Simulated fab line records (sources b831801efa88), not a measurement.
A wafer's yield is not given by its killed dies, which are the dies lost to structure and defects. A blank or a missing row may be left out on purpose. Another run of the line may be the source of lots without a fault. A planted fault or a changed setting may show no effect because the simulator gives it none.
fab line records -- flow sky130
record lots=16, wafers=48, last_day=49
route steps=708 shown FIELD_ISO@18 NWELL@82 VT_ADJUST_HVTP@94 VT_ADJUST_HVTR@139
lots with no fault: from the same line, run without faults
start_h: hours from the record's opening day to when the first of the lot's shown wafers began -- wait_h: hours elapsed since this lot's preceding step -- " unchanged from the row above -- L1.1+2: a single row standing in for several wafers -- - no value present, or no start provided -- * or withheld: withheld -- < > ~ a bound
route shown NAME@n: names a module that has steps shown in the file, with the first one's number in the route -- usual: mean/standard deviation taken from wafers without a fault -- same: alike in all rows -- chamber/n: place in a boat -- sites: readings site by site -- _std_site: the values' standard deviation -- _edge_site: the outer-site mean with the inner-site mean subtracted -- radius_mm: how far each site lies from the wafer's centre -- mask NAME#n: copy n -- behind: the tool/chamber that last shaped the wafer -- hold: reason for holding the lot/hours on hold/outcome of the hold -- device: which transistor (n, p or np) failed to switch -- end of line: the route-end tests of the same wafers -- a step without rows: its recipe alone -- killed: not the wafer's yield, but the dies lost to structure and defects at the first sort -- map: dies across one wafer; x = killed, . = not, _ = none there
set.NAME: the setting the step ran with; set.NAME@STEP: the setting that earlier step ran with -- model.NAME: the simulator's own value behind a step, which no gauge read
steps of the route over a sample of lots; a table a step, a row a wafer
services: when a tool's chamber went out of use (start_h, in hours from the record's first day, below 0 if earlier), for how many hours, and the reason
## steps
# step SKY_FIELD_ISO_ETCH_17
# recipe target_depth_a=3420, mask_material=Si3N4, chemistry=HBr/Cl2/O2, target=Si, taper_deg=5, icp_w=600, bias_w=150, pressure_mtorr=15, HBr_flow_sccm=150, Cl2_flow_sccm=40, O2_flow_sccm=6, time_s=97.7
# usual drypump_motor_current_A=5.7/0.46, he_backside_leak_sccm=2.8/0.33, oes_product_au=1.001/0.0083, throttle_valve_pct=25.655/0.01
lot.wafer,tool,chamber,start_h,wait_h,drypump_motor_current_A,he_backside_leak_sccm,oes_product_au,rf_hours_counter_h,throttle_valve_pct
L191.3,rie_si-01,0,34.94,0.0,5.5,2.6,1.012,0,25.639
L191.4,rie_si-01,1,34.94,0.0,5.1,2.3,1.014,-,25.632
L191.5,rie_si-01,2,34.94,0.0,5.6,2.8,0.994,-,25.659
L192.2,rie_si-01,0,39.32,0.1,5.5,2.5,1.009,0,25.650
L192.5,rie_si-01,2,39.32,0.1,5.6,3.0,1.006,-,25.638
L192.6,rie_si-01,1,39.32,0.1,5.1,2.4,1.005,-,25.639
L193.1,rie_si-01,1,45.57,0.1,5.1,2.7,1.008,56,25.654
L193.2,rie_si-01,2,45.57,0.1,5.6,2.9,1.004,158,25.641
L193.4,rie_si-01,2,45.57,0.1,5.6,2.9,1.005,-,25.644
L194.1,rie_si-02,2,50.17,0.1,6.4,2.9,0.998,150,25.662
L194.2,rie_si-02,1,50.17,0.1,5.3,2.6,1.004,42,25.651
L194.4,rie_si-02,1,50.17,0.1,5.3,2.7,0.999,-,25.653
L195.1,rie_si-01,1,55.30,0.1,5.1,2.4,1.006,56,25.653
L195.4,rie_si-01,3,55.30,0.1,5.4,2.8,1.006,-,25.648
L195.5,rie_si-01,1,55.30,0.1,5.1,2.5,0.998,-,25.664
L196.1,rie_si-02,3,60.02,0.1,6.3,2.8,0.986,3,25.653
L196.2,rie_si-02,1,60.02,0.1,5.3,2.6,0.994,43,25.665
L196.5,rie_si-02,2,60.02,0.1,6.5,3.0,0.996,-,25.649
L197.2,rie_si-02,2,65.30,0.1,6.5,3.0,0.998,150,25.661
L197.3,rie_si-02,0,65.30,0.1,5.8,2.6,1.003,0,25.648
L197.5,rie_si-02,0,65.30,0.1,5.8,2.7,1.002,-,25.655
L198.1,rie_si-02,2,69.42,0.1,6.4,3.1,1.012,150,25.664
L198.2,rie_si-02,1,69.42,0.1,5.3,2.7,1.001,43,25.659
L198.4,rie_si-02,3,69.42,0.1,6.3,2.5,0.999,3,25.663
L199.1,rie_si-02,3,78.60,0.1,6.3,2.8,0.996,4,25.648
L199.4,rie_si-02,0,78.60,0.1,5.8,2.8,0.999,0,25.672
L199.6,rie_si-02,0,78.60,0.1,5.8,2.7,1.002,-,25.660
L200.4,rie_si-01,1,81.05,0.0,5.1,2.8,1.010,57,25.644
L200.5,rie_si-01,2,81.05,0.0,5.6,2.6,1.003,-,25.639
L200.6,rie_si-01,1,81.05,0.0,5.1,2.8,1.008,-,25.647
L201.1,rie_si-02,3,85.67,0.1,6.2,2.7,0.996,4,25.672
L201.2,rie_si-02,1,85.67,0.1,5.3,2.7,1.000,43,25.667
L201.6,rie_si-02,3,85.67,0.1,6.3,2.7,0.978,-,25.654
L202.2,rie_si-02,1,91.77,0.1,5.3,2.6,0.989,43,25.652
L202.4,rie_si-02,3,91.77,0.1,6.3,2.5,0.979,-,25.669
L202.5,rie_si-02,1,91.77,0.1,5.4,2.6,0.981,-,25.663
L203.1,rie_si-02,1,96.12,0.1,5.3,2.5,1.003,43,25.647
L203.3,rie_si-02,0,96.12,0.1,5.8,2.9,1.003,0,25.640
L203.4,rie_si-02,3,96.12,0.1,6.4,2.6,1.003,-,25.651
L204.1,rie_si-01,0,102.92,0.1,5.5,2.6,1.007,1,25.658
L204.2,rie_si-01,1,102.92,0.1,5.1,2.4,1.010,57,25.663
L204.3,rie_si-01,2,102.92,0.1,5.6,2.7,1.003,0,25.656
L205.3,rie_si-01,0,108.12,0.0,5.5,2.5,1.005,1,25.649
L205.5,rie_si-01,2,108.12,0.0,5.6,4.2,1.001,-,25.662
L205.6,rie_si-01,1,108.12,0.0,5.1,2.6,1.013,-,25.648
L206.3,rie_si-02,2,112.78,0.0,6.5,2.8,1.011,0,25.658
L206.5,rie_si-02,2,112.78,0.0,6.5,2.8,0.992,-,25.651
L206.6,rie_si-02,3,112.78,0.0,6.2,4.7,0.993,-,25.670
# step SKY_NWELL_RS_MEAS_29
# recipe thk_meas_gauge=four-point-probe
# usual NWELL_RS=628.1/1.4
lot.wafer,tool,chamber,start_h,wait_h,NWELL_RS[ohm/sq]
L191.3,film_metro-01,-,112.39,0.1,627.0
L191.4,film_metro-01,-,112.39,0.1,627.9
L191.5,film_metro-01,-,112.39,0.1,627.0
L192.2,film_metro-01,-,116.30,0.1,625.8
L192.5,film_metro-01,-,116.30,0.1,625.0
L192.6,film_metro-01,-,116.30,0.1,624.2
L193.1,film_metro-02,-,124.00,0.1,624.0
L193.2,film_metro-02,-,124.00,0.1,626.2
L193.4,film_metro-02,-,124.00,0.1,624.8
L194.1,film_metro-01,-,129.78,0.1,625.6
L194.2,film_metro-01,-,129.78,0.1,625.4
L194.4,film_metro-01,-,129.78,0.1,629.0
L195.1,film_metro-02,-,133.99,0.1,630.5
L195.4,film_metro-02,-,133.99,0.1,630.8
L195.5,film_metro-02,-,133.99,0.1,630.7
L196.1,film_metro-02,-,139.45,0.1,627.9
L196.2,film_metro-02,-,139.45,0.1,627.9
L196.5,film_metro-02,-,139.45,0.1,627.5
L197.2,film_metro-02,-,145.82,0.1,628.6
L197.3,film_metro-02,-,145.82,0.1,628.9
L197.5,film_metro-02,-,145.82,0.1,627.5
L198.1,film_metro-02,-,150.95,0.1,628.2
L198.2,film_metro-02,-,150.95,0.1,625.8
L198.4,film_metro-02,-,150.95,0.1,626.3
L199.1,film_metro-01,-,163.40,0.1,628.5
L199.4,film_metro-01,-,163.40,0.1,628.9
L199.6,film_metro-01,-,163.40,0.1,627.0
L200.4,film_metro-03,-,163.84,0.1,625.8
L200.5,film_metro-03,-,163.84,0.1,628.7
L200.6,film_metro-03,-,163.84,0.1,628.1
L201.1,film_metro-02,-,169.45,0.1,630.0
L201.2,film_metro-02,-,169.45,0.1,630.3
L201.6,film_metro-02,-,169.45,0.1,629.3
L202.2,film_metro-01,-,174.95,0.1,627.2
L202.4,film_metro-01,-,174.95,0.1,629.1
L202.5,film_metro-01,-,174.95,0.1,630.8
L203.1,film_metro-03,-,179.00,0.1,628.9
L203.3,film_metro-03,-,179.00,0.1,629.0
L203.4,film_metro-03,-,179.00,0.1,629.7
L204.1,film_metro-03,-,192.65,0.1,629.3
L204.2,film_metro-03,-,192.65,0.1,628.5
L204.3,film_metro-03,-,192.65,0.1,629.5
L205.3,film_metro-02,-,201.44,0.1,626.8
L205.5,film_metro-02,-,201.44,0.1,628.6
L205.6,film_metro-02,-,201.44,0.1,630.2
L206.3,film_metro-01,-,203.18,0.1,629.4
L206.5,film_metro-01,-,203.18,0.1,627.6
L206.6,film_metro-01,-,203.18,0.1,628.4
# step SKY_VT_ADJUST_HVTP_IMPLANT_09
# recipe species=As, energy_kev=150, dose_cm2=4.3e+12, tilt_deg=withheld
# usual beam_on_s=9.98/0.21, implant_ion_amu=75/0
lot.wafer,tool,chamber,start_h,wait_h,beam_on_s,implant_ion_amu
L191.3,implanter-04,0,130.91,0.1,9.95,75
L191.4,implanter-04,0,130.91,0.1,9.92,75
L191.5,implanter-04,0,130.91,0.1,10.21,75
L192.2,implanter-01,0,134.71,0.0,9.95,75
L192.5,implanter-01,0,134.71,0.0,10.04,75
L192.6,implanter-01,0,134.71,0.0,9.79,75
L193.1,implanter-03,0,142.62,0.0,9.89,75
L193.2,implanter-03,0,142.62,0.0,10.28,75
L193.4,implanter-03,0,142.62,0.0,10.30,75
L194.1,implanter-04,0,149.01,0.0,9.68,75
L194.2,implanter-04,0,149.01,0.0,9.86,75
L194.4,implanter-04,0,149.01,0.0,9.80,75
L195.1,implanter-03,0,153.67,0.0,10.00,75
L195.4,implanter-03,0,153.67,0.0,10.26,75
L195.5,implanter-03,0,153.67,0.0,9.87,75
L196.1,implanter-03,0,159.49,0.0,10.21,75
L196.2,implanter-03,0,159.49,0.0,9.91,75
L196.5,implanter-03,0,159.49,0.0,10.05,75
L197.2,implanter-04,0,166.01,0.0,9.86,75
L197.3,implanter-04,0,166.01,0.0,9.70,75
L197.5,implanter-04,0,166.01,0.0,10.26,75
L198.1,implanter-03,0,171.66,0.0,9.74,75
L198.2,implanter-03,0,171.66,0.0,9.64,75
L198.4,implanter-03,0,171.66,0.0,9.88,75
L199.1,implanter-01,0,183.46,0.0,9.66,75
L199.4,implanter-01,0,183.46,0.0,10.21,75
L199.6,implanter-01,0,183.46,0.0,10.43,75
L200.4,implanter-03,0,183.81,0.1,9.89,75
L200.5,implanter-03,0,183.81,0.1,9.67,75
L200.6,implanter-03,0,183.81,0.1,10.17,75
L201.1,implanter-03,0,189.72,0.0,10.10,75
L201.2,implanter-03,0,189.72,0.0,9.98,75
L201.6,implanter-03,0,189.72,0.0,10.18,75
L202.2,implanter-03,0,195.70,0.0,10.10,75
L202.4,implanter-03,0,195.70,0.0,9.87,75
L202.5,implanter-03,0,195.70,0.0,9.96,75
L203.1,implanter-01,0,200.17,0.0,9.63,49
L203.3,implanter-01,0,200.17,0.0,10.00,49
L203.4,implanter-01,0,200.17,0.0,9.80,49
L204.1,implanter-03,0,214.69,0.0,9.95,49
L204.2,implanter-03,0,214.69,0.0,9.75,49
L204.3,implanter-03,0,214.69,0.0,10.46,49
L205.3,implanter-01,0,223.47,0.1,10.21,49
L205.5,implanter-01,0,223.47,0.1,9.85,49
L205.6,implanter-01,0,223.47,0.1,10.10,49
L206.3,implanter-01,0,224.84,0.1,9.90,49
L206.5,implanter-01,0,224.84,0.1,10.25,49
L206.6,implanter-01,0,224.84,0.1,10.23,49
# step SKY_VT_ADJUST_HVTP_TW_MEAS_11
# usual VT_ADJUST_HVTP_TW=1345/8.1
lot.wafer,tool,chamber,start_h,wait_h,VT_ADJUST_HVTP_TW
L191.3,film_metro-02,-,131.13,0.1,1356
L191.4,film_metro-02,-,131.13,0.1,1348
L191.5,film_metro-02,-,131.13,0.1,1355
L192.2,film_metro-01,-,134.95,0.1,1337
L192.5,film_metro-01,-,134.95,0.1,1338
L192.6,film_metro-01,-,134.95,0.1,1340
L193.1,film_metro-04,-,142.87,0.1,1342
L193.2,film_metro-04,-,142.87,0.1,1345
L193.4,film_metro-04,-,142.87,0.1,1338
L194.1,film_metro-04,-,149.26,0.1,1344
L194.2,film_metro-04,-,149.26,0.1,1340
L194.4,film_metro-04,-,149.26,0.1,1346
L195.1,film_metro-01,-,153.92,0.1,1348
L195.4,film_metro-01,-,153.92,0.1,1348
L195.5,film_metro-01,-,153.92,0.1,1340
L196.1,film_metro-04,-,159.74,0.1,1339
L196.2,film_metro-04,-,159.74,0.1,1339
L196.5,film_metro-04,-,159.74,0.1,1350
L197.2,film_metro-04,-,166.25,0.1,1344
L197.3,film_metro-04,-,166.25,0.1,1335
L197.5,film_metro-04,-,166.25,0.1,1343
L198.1,film_metro-02,-,171.91,0.1,1357
L198.2,film_metro-02,-,171.91,0.1,1358
L198.4,film_metro-02,-,171.91,0.1,1351
L199.1,film_metro-04,-,183.71,0.1,1344
L199.4,film_metro-04,-,183.71,0.1,1346
L199.6,film_metro-04,-,183.71,0.1,1344
L200.4,film_metro-04,-,184.02,0.1,1344
L200.5,film_metro-04,-,184.02,0.1,1340
L200.6,film_metro-04,-,184.02,0.1,1343
L201.1,film_metro-01,-,189.97,0.1,1343
L201.2,film_metro-01,-,189.97,0.1,1339
L201.6,film_metro-01,-,189.97,0.1,1337
L202.2,film_metro-01,-,195.93,0.1,1340
L202.4,film_metro-01,-,195.93,0.1,1333
L202.5,film_metro-01,-,195.93,0.1,1332
L203.1,film_metro-02,-,200.42,0.1,760
L203.3,film_metro-02,-,200.42,0.1,759
L203.4,film_metro-02,-,200.42,0.1,762
L204.1,film_metro-04,-,214.94,0.1,754
L204.2,film_metro-04,-,214.94,0.1,759
L204.3,film_metro-04,-,214.94,0.1,756
L205.3,film_metro-01,-,223.69,0.1,747
L205.5,film_metro-01,-,223.69,0.1,747
L205.6,film_metro-01,-,223.69,0.1,752
L206.3,film_metro-02,-,225.06,0.1,752
L206.5,film_metro-02,-,225.06,0.1,756
L206.6,film_metro-02,-,225.06,0.1,756
# step SKY_VT_ADJUST_HVTR_OVL_MEAS_08
# usual VT_ADJUST_HVTR_OVL=0.1/1.8
lot.wafer,tool,chamber,start_h,wait_h,VT_ADJUST_HVTR_OVL[nm]
L191.3,overlay-01,-,211.46,0.1,-0.4
L191.4,overlay-01,-,211.46,0.1,-0.3
L191.5,overlay-01,-,211.46,0.1,-0.2
L192.2,overlay-01,-,217.31,0.1,0.7
L192.5,overlay-01,-,217.31,0.1,1.3
L192.6,overlay-01,-,217.31,0.1,1.3
L193.1,overlay-02,-,226.97,0.1,-0.5
L193.2,overlay-02,-,226.97,0.1,-2.8
L193.4,overlay-02,-,226.97,0.1,-0.7
L194.1,overlay-02,-,233.32,0.1,1.3
L194.2,overlay-02,-,233.32,0.1,1.7
L194.4,overlay-02,-,233.32,0.1,0.0
L195.1,overlay-01,-,239.29,0.1,1.1
L195.4,overlay-01,-,239.29,0.1,0.5
L195.5,overlay-01,-,239.29,0.1,1.7
L196.1,overlay-01,-,244.65,0.1,-0.3
L196.2,overlay-01,-,244.65,0.1,0.6
L196.5,overlay-01,-,244.65,0.1,1.2
L197.2,overlay-02,-,254.06,0.1,1.1
L197.3,overlay-02,-,254.06,0.1,1.8
L197.5,overlay-02,-,254.06,0.1,1.7
L198.1,overlay-01,-,259.25,0.1,0.3
L198.2,overlay-01,-,259.25,0.1,1.5
L198.4,overlay-01,-,259.25,0.1,0.5
L199.1,overlay-01,-,272.85,0.1,2.7
L199.4,overlay-01,-,272.85,0.1,1.0
L199.6,overlay-01,-,272.85,0.1,2.1
L200.4,overlay-02,-,273.79,0.1,-2.3
L200.5,overlay-02,-,273.79,0.1,-3.8
L200.6,overlay-02,-,273.79,0.1,-2.8
L201.1,overlay-01,-,281.77,0.1,-1.8
L201.2,overlay-01,-,281.77,0.1,-2.9
L201.6,overlay-01,-,281.77,0.1,-1.4
L202.2,overlay-02,-,287.96,0.1,-0.3
L202.4,overlay-02,-,287.96,0.1,0.4
L202.5,overlay-02,-,287.96,0.1,-1.9
L203.1,overlay-02,-,293.02,0.1,0.0
L203.3,overlay-02,-,293.02,0.1,0.5
L203.4,overlay-02,-,293.02,0.1,0.5
L204.1,overlay-01,-,310.20,0.1,3.3
L204.2,overlay-01,-,310.20,0.1,3.3
L204.3,overlay-01,-,310.20,0.1,1.2
L205.3,overlay-01,-,321.06,0.1,1.9
L205.5,overlay-01,-,321.06,0.1,0.7
L205.6,overlay-01,-,321.06,0.1,1.4
L206.3,overlay-01,-,322.33,0.1,-3.1
L206.5,overlay-01,-,322.33,0.1,-3.1
L206.6,overlay-01,-,322.33,0.1,-3.0
## services
tool,chamber,start_h,hours,kind
rie_si-02,0,43.95,-,clean
rie_si-02,0,43.95,18.9,scheduled_down
rie_si-02,0,43.95,18.9,vent_cycle
implanter-04,-,56.03,3.5,repair
implanter-04,-,59.84,2.1,pm
rie_si-01,0,60.47,4.5,repair
implanter-01,-,60.95,6.7,repair
rie_si-02,3,66.30,1.8,repair
rie_si-02,2,79.73,-,clean
rie_si-02,2,79.73,21.8,scheduled_down
implanter-01,-,87.23,3.3,repair
implanter-03,-,91.38,3.1,pm
implanter-04,-,95.88,3.0,repair
implanter-04,-,114.33,5.4,pm
implanter-01,-,125.27,3.5,repair
rie_si-02,2,127.19,4.3,repair
implanter-04,-,134.31,6.1,repair
rie_si-01,-,148.37,2.8,pm
rie_si-01,1,153.86,3.2,repair
implanter-01,-,163.57,11.7,repair
implanter-01,-,194.92,5.2,pm
rie_si-02,-,201.50,2.8,pm
implanter-03,-,209.59,3.6,pm
implanter-04,-,212.20,6.6,repair
## key
first_sign step=SKY_VT_ADJUST_HVTP_IMPLANT_09, reading=implant_ion_amu, direction=down, sigmas=99+, usual=75, struck=49
effect step=SKY_VT_ADJUST_HVTP_TW_MEAS_11, reading=VT_ADJUST_HVTP_TW, direction=down, sigmas=73, usual=1345, struck=755
met_at SKY_VT_ADJUST_HVTP_IMPLANT_09
struck_lots L203,L204,L205,L206
sort_left_out L203.1,L203.3,L203.4,L204.1,L204.2,L204.3,L205.3,L205.5,L205.6,L206.3,L206.5,L206.6
tester_left_out L203,L204,L205,L206
not_acting_at SKY_FIELD_ISO_ETCH_17,SKY_NWELL_RS_MEAS_29,SKY_VT_ADJUST_HVTR_OVL_MEAS_08
onset_between 195.70 200.17
fault kind=wrong_recipe_download, tool=implanter-01,implanter-03,implanter-04, chamber=-, onset_h=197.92, steps=SKY_VT_ADJUST_HVTP_IMPLANT_09, wrong_recipe.not_listed=1
# tester_left_out: of these lots the tester's yield and bins aren't shown, on N5 and GAA mostly nor the transistor test; their killed dies are dies lost to structure and defects alone, not to doping, threshold or leakage, so they don't give the yield
# sort_left_out: the simulated sort isn't trusted on such a fault, so these wafers' sort isn't shown, and their yield isn't known
